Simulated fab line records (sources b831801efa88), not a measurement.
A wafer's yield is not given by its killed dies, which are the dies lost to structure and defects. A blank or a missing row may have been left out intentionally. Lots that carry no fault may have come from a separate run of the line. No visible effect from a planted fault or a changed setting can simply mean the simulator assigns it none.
Matching of chambers	flow sky130	SKY_LI_CONTACT_ETCH_14 on rie diel-03: 4 sister chambers
The step etches BARC in N2/H2, stops on SiO2, time 45.9 s, target depth 60 nm. 8 wafers are shown with their chamber, then 11 later ones without.

EACH WAFER AND ITS CHAMBER
wafer	chamber	oes product au (a.u.)	throttle valve pct (%)
L077.6	3	0.849	13.214
L082.4	0	0.858	13.233
L086.3	0	0.852	13.227
L086.5	3	0.857	13.226
L088.1	1	0.853	13.234
L088.4	2	0.863	13.224
L088.6	1	0.850	13.212
L089.1	2	0.849	13.218

WAFERS WITHOUT THEIR CHAMBER
wafer	oes product au (a.u.)	throttle valve pct (%)
L089.3	0.849	13.227
L089.6	0.847	13.223
L091.1	0.865	13.232
L091.2	0.854	13.230
L091.4	0.860	13.230
L093.1	0.853	13.219
L093.2	0.853	13.235
L093.3	0.850	13.218
L093.4	0.863	13.221
L093.5	0.848	13.220
L093.6	0.856	13.208

THE CHAMBER EACH PASSED THROUGH
wafer	from the rows above	in truth
L089.3	can't be placed: 1 or 3 or 0 or 2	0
L089.6	can't be placed: 1 or 3 or 2 or 0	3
L091.1	can't be placed: 0 or 2 or 3 or 1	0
L091.2	can't be placed: 0 or 1 or 2 or 3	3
L091.4	can't be placed: 0 or 2 or 3 or 1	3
L093.1	can't be placed: 3 or 1 or 2 or 0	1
L093.2	can't be placed: 0 or 1 or 2 or 3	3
L093.3	can't be placed: 3 or 1 or 2 or 0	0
L093.4	can't be placed: 2 or 0 or 3 or 1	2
L093.5	can't be placed: 1 or 3 or 2 or 0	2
L093.6	can't be placed: 3 or 2 or 1 or 0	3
Correctly placed: 0 of 11. From these rows, 11 cannot be placed; in 11 the true chamber is one of the candidates. Placed wrongly: 0.
How it was worked out, from the rows above alone: a wafer's distance from a chamber is the root of the sum, over the readings, of the square of ((its reading less the chamber's mean) divided by the reading's scatter). If the next closest chamber is less than 2 further off than the closest, the wafer can't be placed; otherwise it belongs to the closest. A chamber's mean is the mean of its shown wafers. The scatter: take each reading less its chamber's mean, square it, sum over the shown wafers, divide by the number of wafers less the number of chambers, and take the root.
